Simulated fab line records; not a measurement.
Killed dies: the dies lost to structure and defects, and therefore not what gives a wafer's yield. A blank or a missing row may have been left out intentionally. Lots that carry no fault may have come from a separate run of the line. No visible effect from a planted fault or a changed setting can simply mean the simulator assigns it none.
Matching of chambers | flow gf180mcu | GF_V4_CMP_26 on cmp-02 has 4 sister chambers
The step polishes, stops on SiO2, t overpolish 15 s, target thk 0 nm. 4 wafers are shown with their chamber, then 12 later ones without.

== WAFERS, EACH WITH ITS CHAMBER ==
wafer  | chamber | motor current A (A)
L082.2 | 2       | 10.6
L084.3 | 0       | 11.0
L085.4 | 3       | 10.3
L085.5 | 1       | 13.1

== WAFERS MISSING THEIR CHAMBER ==
wafer  | motor current A (A)
L091.4 | 12.8
L091.5 | 11.1
L091.6 | 10.4
L093.3 | 10.6
L093.5 | 10.1
L093.6 | 11.4
L095.1 | 12.7
L095.4 | 10.4
L095.6 | 10.5
L096.1 | 10.7
L096.2 | 12.5
L096.6 | 10.4

== WHICH CHAMBER EACH WENT THROUGH ==
wafer  | from the rows above          | in truth
L091.4 | 1                            | 1
L091.5 | can't be placed: 0 or 2      | 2
L091.6 | can't be placed: 3 or 2 or 0 | 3
L093.3 | can't be placed: 2 or 3 or 0 | 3
L093.5 | can't be placed: 3 or 2      | 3
L093.6 | can't be placed: 0 or 2      | 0
L095.1 | 1                            | 1
L095.4 | can't be placed: 3 or 2 or 0 | 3
L095.6 | can't be placed: 2 or 3 or 0 | 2
L096.1 | can't be placed: 2 or 0 or 3 | 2
L096.2 | 1                            | 1
L096.6 | can't be placed: 3 or 2 or 0 | 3
Correct placement for 3 of the 12. Unplaceable from these rows: 9, with the true chamber sitting among the candidates in 9. Wrongly placed: 0.
How it was worked out, from the rows above alone: a wafer's distance from a chamber is the root of the sum, over the readings, of the square of ((its reading less the chamber's mean) divided by the reading's scatter). If the next closest chamber is less than 2 further off than the closest, the wafer can't be placed; otherwise it belongs to the closest. Each chamber's mean is taken over the wafers shown for it. The scatter (one wafer shown for each chamber): square how far every hidden wafer sits from the nearest shown wafer, average those squares and take the square root.
